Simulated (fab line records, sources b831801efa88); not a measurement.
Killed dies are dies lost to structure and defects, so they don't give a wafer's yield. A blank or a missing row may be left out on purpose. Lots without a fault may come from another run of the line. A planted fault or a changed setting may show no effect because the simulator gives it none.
A struck lot beside a sound one | flow sky130 | 14 steps out of a route of 708
Sound: wafers L986.3, L986.5, L986.6. Struck: wafers L994.1, L994.5, L994.6. The cause comes at the end.
At each step with rows: each side's tool, then ch and its chambers, then its first start. Under that, the readings that differ: sound wafers | struck wafers | difference of the means | sigmas: that difference in standard deviations of wafers without a fault.
alike: readings whose means differ by less than 2 such deviations, and words and numbers that are the same on both sides. not compared: withheld readings, readings that some wafer has no value for, bounds like >300 that may hide the same value, and numbers for which the record gives no deviation and whose values overlap.
The two part at a step that has a row with sigmas, a row that says differs or no value, or rows on one side only. Numbers that don't overlap but have no deviation are shown without sigmas and don't part them. A reading that every wafer of one side lacks parts them only if that side has two wafers or more.

SKY_POLY_GATE_THK_MEAS_01:
  sound on film_metro-03, day 14 14:29; struck on film_metro-04, day 17 13:24
  alike: POLY_GATE_CVD_00_THK
then, 8 steps without rows for these wafers: SKY_RES_PROTECT_DEHYDRATE_00 (time 60 s); SKY_RES_PROTECT_HMDS_01 (prime time 60 s); SKY_RES_PROTECT_COAT_02 (resist thk 1140 nm); SKY_RES_PROTECT_SOFTBAKE_03 (time 60 s); SKY_RES_PROTECT_EXPOSE_04 (exposes mask RPM, target cd 1270 nm); SKY_RES_PROTECT_PEB_05; SKY_RES_PROTECT_DEVELOP_06 (develop time 60 s); SKY_POLY_GATE_IMPLANT_02.
SKY_RES_PROTECT_STRIP_07: strips in O2/N2.
  sound on plasma_asher-03 ch 0,1, day 15 17:36; struck on plasma_asher-02 ch 0,1, day 18 18:20
  alike: drypump_motor_current_A, oes_product_au, strip_time_to_endpoint_s
  not compared: rf_hours_counter_h
SKY_RES_PROTECT_TW_MEAS_08:
  sound on film_metro-02, day 15 17:41; struck on film_metro-02, day 18 18:26
  reading      | sound          | struck         | difference | sigmas
  POLY_GATE_TW | 4082 4080 4062 | 4023 4026 4016 | -53        | -2
then, 1 step without rows for these wafers: SKY_RES_PROTECT_CLEAN_09 (cleans in SC1/SC2, time 150 s).
SKY_POLY_GATE_CVD_03: deposits Si3N4 from DCS/NH3, target thk 75 nm, time 1290 s.
  sound on lpcvd-02 ch 1, day 15 21:05; struck on lpcvd-02 ch 0, day 18 18:43
  no value came back on the struck wafers for pressure_mtorr (mTorr), spike_tc_bottom_C (C), spike_tc_lower_C (C); on the sound wafers pressure_mtorr (mTorr) reads 250.1 250.1 250.1
then, 1 step without rows for these wafers: SKY_PAD_OPEN_PROBE_99.

WHERE THEY PART
First at SKY_RES_PROTECT_TW_MEAS_08; last, within this record, at SKY_POLY_GATE_CVD_03.

WHY: what the simulator had put in
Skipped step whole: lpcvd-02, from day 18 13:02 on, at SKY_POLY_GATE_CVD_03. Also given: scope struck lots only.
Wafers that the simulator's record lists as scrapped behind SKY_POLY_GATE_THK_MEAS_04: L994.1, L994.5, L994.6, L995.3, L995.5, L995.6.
